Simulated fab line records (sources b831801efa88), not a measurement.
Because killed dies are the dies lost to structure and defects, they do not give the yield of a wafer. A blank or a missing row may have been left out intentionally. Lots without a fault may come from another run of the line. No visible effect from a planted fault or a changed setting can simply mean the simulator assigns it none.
fab line records ; flow gf180mcu
record: lots: 15; wafers: 45; lastDay: 34
route steps=602 shown STI@3 MVSD@68 MVPSD@88
lots untouched by any fault: they come from a run of this same line in which no faults occurred
startH: hours from the record's first day to the start of the lot's first wafer shown ; waitH: hours since the lot's step before ; " as in the row above ; L1.1+2: several wafers, shown together as one row ; - either no value or no given start ; * or withheld: withheld ; < > ~ a bound
route shown NAME@n: NAME is a module with steps in the file, n the number in the route of the first one ; usual: average and standard deviation across the fault-free wafers ; same: alike in all rows ; chamber/n: place in a boat ; sites: readings site by site ; _std_site: standard deviation of those values ; _edge_site: outer sites' mean less inner sites' ; radiusMm: how far each site lies from the wafer's centre ; mask NAME#n: copy n ; behind: the tool/chamber that last shaped the wafer ; hold: the reason the lot was held/the length of the hold in hours/how it ended ; device: the transistor (n, p or np) that didn't switch ; end of line: tests run on the same wafers once the route is complete ; a step given without rows: its recipe and nothing more ; killed: not the wafer's yield, but the dies lost to structure and defects at the first sort ; map: dies across one wafer; x = killed, . = not, _ = none there
set.NAME: the run value of the setting; set.NAME@STEP: its run value at that earlier step ; model.NAME: the simulator's own value behind a step, which no gauge read
route steps across a sampled set of lots; one table per step, one row per wafer
services: a tool's chamber out of use, with start hour (startH, from the record's first day; less than 0 if before it), hours out, and reason
== steps ==
step: GF_STI_THK_MEAS_02
recipe: reads: SiO2_of_STI_OXIDATION_01
usual: STI_OXIDATION_THK: 9.94/0.18
lot.wafer;tool;chamber;startH;waitH;STI_OXIDATION_THK[nm]
L203.3;filmMetro-02;-;21.53;0.0;10.00
L203.5;filmMetro-02;-;21.53;0.0;10.12
L203.6;filmMetro-02;-;21.53;0.0;9.95
L204.2;filmMetro-01;-;27.98;0.0;9.88
L204.3;filmMetro-01;-;27.98;0.0;9.98
L204.6;filmMetro-01;-;27.98;0.0;9.90
L205.1;filmMetro-03;-;31.51;0.0;10.10
L205.2;filmMetro-03;-;31.51;0.0;10.15
L205.5;filmMetro-03;-;31.51;0.0;10.03
L207.1;filmMetro-01;-;41.79;0.0;9.99
L207.2;filmMetro-01;-;41.79;0.0;10.00
L207.3;filmMetro-01;-;41.79;0.0;9.94
L208.1;filmMetro-01;-;46.51;0.0;9.57
L208.4;filmMetro-01;-;46.51;0.0;9.55
L208.5;filmMetro-01;-;46.51;0.0;9.66
L209.4;filmMetro-03;-;51.54;0.0;9.86
L209.5;filmMetro-03;-;51.54;0.0;9.76
L209.6;filmMetro-03;-;51.54;0.0;9.86
L210.2;filmMetro-02;-;56.72;0.0;9.92
L210.3;filmMetro-02;-;56.72;0.0;9.86
L210.6;filmMetro-02;-;56.72;0.0;9.75
L211.2;filmMetro-02;-;63.85;0.0;10.02
L211.3;filmMetro-02;-;63.85;0.0;9.96
L211.6;filmMetro-02;-;63.85;0.0;9.92
L212.3;filmMetro-01;-;69.38;0.0;10.02
L212.5;filmMetro-01;-;69.38;0.0;10.13
L212.6;filmMetro-01;-;69.38;0.0;10.20
L214.1;filmMetro-03;-;76.67;0.0;10.01
L214.3;filmMetro-03;-;76.67;0.0;9.97
L214.5;filmMetro-03;-;76.67;0.0;9.91
L217.1;filmMetro-03;-;91.51;0.0;10.09
L217.2;filmMetro-03;-;91.51;0.0;10.06
L217.6;filmMetro-03;-;91.51;0.0;10.14
L218.4;filmMetro-03;-;96.60;0.0;9.93
L218.5;filmMetro-03;-;96.60;0.0;10.02
L218.6;filmMetro-03;-;96.60;0.0;10.20
L219.1;filmMetro-03;-;103.18;0.0;10.14
L219.3;filmMetro-03;-;103.18;0.0;9.92
L219.6;filmMetro-03;-;103.18;0.0;10.20
L220.3;filmMetro-03;-;106.94;0.0;9.69
L220.4;filmMetro-03;-;106.94;0.0;9.57
L220.5;filmMetro-03;-;106.94;0.0;9.64
L224.4;filmMetro-03;-;127.08;0.0;9.89
L224.5;filmMetro-03;-;127.08;0.0;9.85
L224.6;filmMetro-03;-;127.08;0.0;9.61
step: GF_MVSD_COAT_02
recipe: spinRpm: 2000; resistThkNm: 3000
usual: chillPlateTempC: 23.01/0.11
lot.wafer;tool;chamber;startH;waitH;chillPlateTempC
L203.3;lithoTrack-03;0;87.19;0.1;22.94
L203.5;lithoTrack-03;0;87.19;0.1;22.94
L203.6;lithoTrack-03;0;87.19;0.1;23.02
L204.2;lithoTrack-04;0;94.65;0.1;23.03
L204.3;lithoTrack-04;0;94.65;0.1;23.05
L204.6;lithoTrack-04;0;94.65;0.1;23.10
L205.1;lithoTrack-04;0;97.72;0.1;22.94
L205.2;lithoTrack-04;0;97.72;0.1;23.08
L205.5;lithoTrack-04;0;97.72;0.1;23.04
L207.1;lithoTrack-03;0;117.39;0.1;22.92
L207.2;lithoTrack-03;0;117.39;0.1;22.88
L207.3;lithoTrack-03;0;117.39;0.1;22.71
L208.1;lithoTrack-04;0;123.82;0.1;22.94
L208.4;lithoTrack-04;0;123.82;0.1;23.10
L208.5;lithoTrack-04;0;123.82;0.1;23.02
L209.4;lithoTrack-01;0;125.96;0.1;22.96
L209.5;lithoTrack-01;0;125.96;0.1;22.97
L209.6;lithoTrack-01;0;125.96;0.1;22.91
L210.2;lithoTrack-03;0;129.32;0.1;22.76
L210.3;lithoTrack-03;0;129.32;0.1;22.92
L210.6;lithoTrack-03;0;129.32;0.1;22.84
L211.2;lithoTrack-03;0;137.12;0.1;22.97
L211.3;lithoTrack-03;0;137.12;0.1;23.02
L211.6;lithoTrack-03;0;137.12;0.1;23.04
L212.3;lithoTrack-04;0;141.77;0.1;23.24
L212.5;lithoTrack-04;0;141.77;0.1;22.92
L212.6;lithoTrack-04;0;141.77;0.1;23.10
L214.1;lithoTrack-03;0;150.89;0.1;23.14
L214.3;lithoTrack-03;0;150.89;0.1;23.05
L214.5;lithoTrack-03;0;150.89;0.1;22.97
L217.1;lithoTrack-01;0;164.79;0.1;23.08
L217.2;lithoTrack-01;0;164.79;0.1;23.09
L217.6;lithoTrack-01;0;164.79;0.1;23.14
L218.4;lithoTrack-01;0;170.66;0.1;22.92
L218.5;lithoTrack-01;0;170.66;0.1;23.12
L218.6;lithoTrack-01;0;170.66;0.1;23.00
L219.1;lithoTrack-01;0;178.09;0.1;22.92
L219.3;lithoTrack-01;0;178.09;0.1;23.00
L219.6;lithoTrack-01;0;178.09;0.1;22.84
L220.3;lithoTrack-01;0;182.69;0.1;23.14
L220.4;lithoTrack-01;0;182.69;0.1;23.10
L220.5;lithoTrack-01;0;182.69;0.1;22.98
L224.4;lithoTrack-03;0;205.12;0.1;22.84
L224.5;lithoTrack-03;0;205.12;0.1;23.01
L224.6;lithoTrack-03;0;205.12;0.1;22.72
step: GF_MVSD_STRIP_10
recipe: chemistry: O2/N2; powerW: 1416; pressureMtorr: 1500; platenTempC: 250; o2FlowSccm: 3000; n2FlowSccm: 300; overashFraction: 0.5
usual: drypumpMotorCurrentA: 6.0/0.34; heaterPowerW: 325/23; oesProductAu: 0.727/0.0048; platenTempC: 250.03/0.19; stripTimeToEndpointS: 36.68/0.1
lot.wafer;tool;chamber;startH;waitH;drypumpMotorCurrentA;heaterPowerW;oesProductAu;platenTempC;rfHoursCounterH;stripTimeToEndpointS
L203.3;plasmaAsher-02;1;94.06;0.1;6.6;373;0.726;249.90;-;36.64
L203.5;plasmaAsher-02;1;94.06;0.1;6.6;353;0.731;250.04;-;36.58
L203.6;plasmaAsher-02;0;94.06;0.1;5.5;311;0.732;250.27;-;36.50
L204.2;plasmaAsher-03;0;102.27;0.1;5.8;306;0.727;249.58;47;36.72
L204.3;plasmaAsher-03;1;102.27;0.1;6.0;295;0.740;249.74;-;36.83
L204.6;plasmaAsher-03;1;102.27;0.1;6.1;298;0.735;249.89;-;36.71
L205.1;plasmaAsher-02;1;105.26;0.1;6.6;361;0.722;250.00;36;36.79
L205.2;plasmaAsher-02;0;105.26;0.1;5.5;318;0.725;249.93;36;36.67
L205.5;plasmaAsher-02;1;105.26;0.1;6.6;374;0.729;249.85;-;36.77
L207.1;plasmaAsher-02;1;125.53;0.1;6.6;358;0.734;249.70;38;36.84
L207.2;plasmaAsher-02;0;125.53;0.1;5.5;304;0.726;249.64;38;36.79
L207.3;plasmaAsher-02;1;125.53;0.1;6.6;362;0.731;249.81;-;36.78
L208.1;plasmaAsher-03;0;132.06;0.1;5.8;310;0.728;250.00;1;36.61
L208.4;plasmaAsher-03;0;132.06;0.1;5.8;320;0.734;250.19;-;36.48
L208.5;plasmaAsher-03;0;132.06;0.1;5.7;312;0.728;250.12;-;36.60
L209.4;plasmaAsher-04;1;133.76;0.1;6.0;334;0.730;250.18;-;36.90
L209.5;plasmaAsher-04;0;133.76;0.1;6.3;358;0.725;249.82;-;36.98
L209.6;plasmaAsher-04;1;133.76;0.1;5.9;343;0.723;249.86;-;36.80
L210.2;plasmaAsher-02;0;137.17;0.1;5.4;309;0.725;250.17;40;36.70
L210.3;plasmaAsher-02;0;137.17;0.1;5.5;307;0.728;250.13;-;36.73
L210.6;plasmaAsher-02;1;137.17;0.1;6.6;354;0.729;250.25;-;36.80
L211.2;plasmaAsher-03;0;145.37;0.1;5.7;322;0.716;249.81;3;36.69
L211.3;plasmaAsher-03;1;145.37;0.1;6.0;305;0.725;249.95;-;36.70
L211.6;plasmaAsher-03;1;145.37;0.1;6.0;306;0.729;249.73;-;36.72
L212.3;plasmaAsher-03;1;149.84;0.1;6.0;306;0.728;250.08;-;36.78
L212.5;plasmaAsher-03;0;149.84;0.1;5.7;317;0.730;250.19;-;36.71
L212.6;plasmaAsher-03;1;149.84;0.1;6.0;309;0.727;250.21;-;36.73
L214.1;plasmaAsher-03;1;159.23;0.1;6.0;300;0.721;250.12;4;36.68
L214.3;plasmaAsher-03;1;159.23;0.1;6.0;306;0.726;250.09;-;36.67
L214.5;plasmaAsher-03;1;159.23;0.1;6.0;308;0.731;250.02;-;36.75
L217.1;plasmaAsher-03;1;172.32;0.1;6.1;308;0.732;250.17;6;36.66
L217.2;plasmaAsher-03;0;172.32;0.1;5.7;308;0.726;249.73;6;36.51
L217.6;plasmaAsher-03;0;172.32;0.1;5.7;300;0.728;249.74;-;36.60
L218.4;plasmaAsher-02;0;179.80;0.1;5.5;309;0.720;250.00;-;21.40
L218.5;plasmaAsher-02;1;179.80;0.1;6.6;351;0.731;250.17;-;21.43
L218.6;plasmaAsher-02;0;179.80;0.1;5.5;317;0.719;250.25;-;21.41
L219.1;plasmaAsher-04;0;187.01;0.1;6.3;350;0.717;250.11;43;21.43
L219.3;plasmaAsher-04;0;187.01;0.1;6.2;340;0.721;250.05;-;21.46
L219.6;plasmaAsher-04;1;187.01;0.1;6.0;344;0.713;250.03;-;21.46
L220.3;plasmaAsher-04;0;191.25;0.1;6.3;346;0.722;250.06;-;21.54
L220.4;plasmaAsher-04;1;191.25;0.1;6.0;337;0.721;249.92;-;21.49
L220.5;plasmaAsher-04;0;191.25;0.1;6.3;361;0.728;250.09;-;21.49
L224.4;plasmaAsher-03;0;214.50;0.1;5.7;308;0.735;250.09;-;36.55
L224.5;plasmaAsher-03;0;214.50;0.1;5.7;314;0.727;250.07;-;36.72
L224.6;plasmaAsher-03;1;214.50;0.1;6.0;308;0.723;250.03;-;36.63
step: GF_MVSD_TW_MEAS_11
usual: MVSD_TW: 1569/10
lot.wafer;tool;chamber;startH;waitH;MVSD_TW
L203.3;filmMetro-04;-;94.15;0.1;1563
L203.5;filmMetro-04;-;94.15;0.1;1567
L203.6;filmMetro-04;-;94.15;0.1;1551
L204.2;filmMetro-02;-;102.38;0.1;1566
L204.3;filmMetro-02;-;102.38;0.1;1578
L204.6;filmMetro-02;-;102.38;0.1;1567
L205.1;filmMetro-04;-;105.36;0.1;1552
L205.2;filmMetro-04;-;105.36;0.1;1556
L205.5;filmMetro-04;-;105.36;0.1;1561
L207.1;filmMetro-02;-;125.63;0.1;1570
L207.2;filmMetro-02;-;125.63;0.1;1573
L207.3;filmMetro-02;-;125.63;0.1;1583
L208.1;filmMetro-04;-;132.16;0.1;1564
L208.4;filmMetro-04;-;132.16;0.1;1558
L208.5;filmMetro-04;-;132.16;0.1;1556
L209.4;filmMetro-04;-;133.86;0.1;1566
L209.5;filmMetro-04;-;133.86;0.1;1559
L209.6;filmMetro-04;-;133.86;0.1;1566
L210.2;filmMetro-01;-;137.28;0.1;1580
L210.3;filmMetro-01;-;137.28;0.1;1574
L210.6;filmMetro-01;-;137.28;0.1;1570
L211.2;filmMetro-02;-;145.48;0.1;1591
L211.3;filmMetro-02;-;145.48;0.1;1588
L211.6;filmMetro-02;-;145.48;0.1;1585
L212.3;filmMetro-02;-;149.93;0.1;1582
L212.5;filmMetro-02;-;149.93;0.1;1595
L212.6;filmMetro-02;-;149.93;0.1;1588
L214.1;filmMetro-01;-;159.33;0.1;1580
L214.3;filmMetro-01;-;159.33;0.1;1580
L214.5;filmMetro-01;-;159.33;0.1;1579
L217.1;filmMetro-02;-;172.42;0.1;1566
L217.2;filmMetro-02;-;172.42;0.1;1563
L217.6;filmMetro-02;-;172.42;0.1;1575
L218.4;filmMetro-02;-;179.90;0.1;1569
L218.5;filmMetro-02;-;179.90;0.1;1573
L218.6;filmMetro-02;-;179.90;0.1;1571
L219.1;filmMetro-04;-;187.11;0.1;1545
L219.3;filmMetro-04;-;187.11;0.1;1548
L219.6;filmMetro-04;-;187.11;0.1;1546
L220.3;filmMetro-01;-;191.34;0.1;1572
L220.4;filmMetro-01;-;191.34;0.1;1564
L220.5;filmMetro-01;-;191.34;0.1;1562
L224.4;filmMetro-01;-;214.60;0.1;1569
L224.5;filmMetro-01;-;214.60;0.1;1573
L224.6;filmMetro-01;-;214.60;0.1;1574
step: GF_MVPSD_STRIP_10
recipe: chemistry: O2/N2; powerW: 1400; pressureMtorr: 1500; platenTempC: 250; o2FlowSccm: 3000; n2FlowSccm: 300; overashFraction: 0.5
usual: drypumpMotorCurrentA: 5.8/0.49; heaterPowerW: 342/16; oesProductAu: 0.722/0.0045; platenTempC: 250.01/0.2; stripTimeToEndpointS: 36.99/0.11
lot.wafer;tool;chamber;startH;waitH;drypumpMotorCurrentA;heaterPowerW;oesProductAu;platenTempC;rfHoursCounterH;stripTimeToEndpointS
L203.3;plasmaAsher-04;1;108.86;0.1;5.9;337;0.725;250.05;-;37.08
L203.5;plasmaAsher-04;1;108.86;0.1;5.9;330;0.727;250.23;-;36.94
L203.6;plasmaAsher-04;0;108.86;0.1;6.3;355;0.721;249.89;-;37.07
L204.2;plasmaAsher-02;0;117.27;0.1;5.4;315;0.724;250.22;37;36.99
L204.3;plasmaAsher-02;0;117.27;0.1;5.4;313;0.713;250.06;-;37.01
L204.6;plasmaAsher-02;1;117.27;0.1;6.6;369;0.725;250.37;-;36.96
L205.1;plasmaAsher-04;0;120.77;0.1;6.3;356;0.722;249.54;35;36.97
L205.2;plasmaAsher-04;1;120.77;0.1;5.9;337;0.722;249.88;35;36.94
L205.5;plasmaAsher-04;1;120.77;0.1;5.9;344;0.715;249.99;-;36.96
L207.1;plasmaAsher-01;0;140.42;0.1;5.6;332;0.721;250.23;53;36.99
L207.2;plasmaAsher-01;1;140.42;0.1;5.0;352;0.720;250.08;53;37.05
L207.3;plasmaAsher-01;1;140.42;0.1;5.0;349;0.715;249.89;-;37.01
L208.1;plasmaAsher-01;0;146.37;0.1;5.6;333;0.719;249.80;53;36.98
L208.4;plasmaAsher-01;1;146.37;0.1;5.0;361;0.724;250.34;-;37.19
L208.5;plasmaAsher-01;1;146.37;0.1;5.0;342;0.726;250.09;-;36.90
L209.4;plasmaAsher-02;0;149.16;0.1;5.5;305;0.720;250.00;-;36.99
L209.5;plasmaAsher-02;1;149.16;0.1;6.6;361;0.722;250.15;-;37.14
L209.6;plasmaAsher-02;0;149.16;0.1;5.5;307;0.720;250.02;-;37.14
L210.2;plasmaAsher-04;1;153.02;0.1;6.0;337;0.723;249.91;39;37.16
L210.3;plasmaAsher-04;0;153.02;0.1;6.3;349;0.730;250.41;-;37.01
L210.6;plasmaAsher-04;1;153.02;0.1;5.9;335;0.725;250.26;-;37.11
L211.2;plasmaAsher-04;0;160.78;0.1;6.3;360;0.718;250.28;39;36.96
L211.3;plasmaAsher-04;1;160.78;0.1;6.0;334;0.726;250.00;-;37.17
L211.6;plasmaAsher-04;1;160.78;0.1;5.9;339;0.719;250.07;-;37.15
L212.3;plasmaAsher-01;0;165.26;0.1;5.6;330;0.727;250.19;-;36.95
L212.5;plasmaAsher-01;1;165.26;0.1;5.0;345;0.716;250.17;-;36.93
L212.6;plasmaAsher-01;0;165.26;0.1;5.6;338;0.727;249.98;-;36.87
L214.1;plasmaAsher-02;0;174.37;0.1;5.5;307;0.731;249.96;44;37.10
L214.3;plasmaAsher-02;0;174.37;0.1;5.5;311;0.715;250.04;-;37.03
L214.5;plasmaAsher-02;1;174.37;0.1;6.6;361;0.722;250.06;-;37.02
L217.1;plasmaAsher-04;1;188.97;0.1;5.9;333;0.726;250.13;43;36.93
L217.2;plasmaAsher-04;0;188.97;0.1;6.3;350;0.727;249.81;43;36.92
L217.6;plasmaAsher-04;1;188.97;0.1;6.0;342;0.716;249.91;-;36.88
L218.4;plasmaAsher-04;0;196.40;0.1;6.3;355;0.720;249.80;-;37.04
L218.5;plasmaAsher-04;0;196.40;0.1;6.3;343;0.718;250.19;-;37.00
L218.6;plasmaAsher-04;1;196.40;0.1;6.0;339;0.716;250.04;-;37.02
L219.1;plasmaAsher-04;0;203.12;0.1;6.3;345;0.720;249.87;45;37.22
L219.3;plasmaAsher-04;0;203.12;0.1;6.3;340;0.725;250.21;-;37.17
L219.6;plasmaAsher-04;1;203.12;0.1;6.0;347;0.724;249.95;-;37.10
L220.3;plasmaAsher-02;1;207.85;0.1;6.6;368;0.723;249.50;-;37.06
L220.4;plasmaAsher-02;0;207.85;0.1;5.5;310;0.723;249.92;-;37.11
L220.5;plasmaAsher-02;1;207.85;0.1;6.6;364;0.728;250.00;-;37.16
L224.4;plasmaAsher-01;0;231.60;0.1;5.6;338;0.716;250.18;-;37.01
L224.5;plasmaAsher-01;1;231.60;0.1;5.0;348;0.722;249.97;-;36.84
L224.6;plasmaAsher-01;0;231.60;0.1;5.6;331;0.729;250.03;-;36.86
== services ==
tool;chamber;startH;hours;kind
plasmaAsher-01;-;100.49;2.2;repair
plasmaAsher-03;-;108.75;9.0;pm
plasmaAsher-03;0;108.75;9.0;ventCycle
plasmaAsher-03;1;108.75;9.0;ventCycle
plasmaAsher-03;0;117.75;-;clean
plasmaAsher-03;1;117.75;-;clean
lithoTrack-03;-;150.04;-;consumableReplace:filter
plasmaAsher-01;-;154.55;9.1;repair
plasmaAsher-01;-;155.44;1.6;repair
plasmaAsher-03;-;172.80;14.6;pm
plasmaAsher-01;-;184.60;17.2;pm
plasmaAsher-03;-;200.37;2.6;repair
plasmaAsher-01;-;227.02;2.8;pm
== key ==
firstSign: step: GF_MVSD_STRIP_10; reading: stripTimeToEndpointS; direction: down; sigmas: 99+; usual: *; struck: *
effect none on later readings
metAt GF_MVSD_COAT_02
struckLots L218,L219,L220
sortLeftOut L218.4,L218.5,L218.6
testerLeftOut L218,L219,L220
notActingAt GF_STI_THK_MEAS_02,GF_MVSD_TW_MEAS_11,GF_MVPSD_STRIP_10
onsetBetween 164.79 170.66
fault: kind: processParameterDrift; tool: lithoTrack-01; chamber: -; onsetH: 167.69; steps: GF_MVSD_COAT_02; channel: resistThkNm; offset: *; shape: step; endH: 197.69; actsIn: *; stated: *
testerLeftOut: of these lots the tester's yield and bins aren't shown, on N5 and GAA mostly nor the transistor test; their killed dies are dies lost to structure and defects alone, not to doping, threshold or leakage, so they don't give the yield
sortLeftOut: the simulated sort isn't trusted on such a fault, so these wafers' sort isn't shown, and their yield isn't known
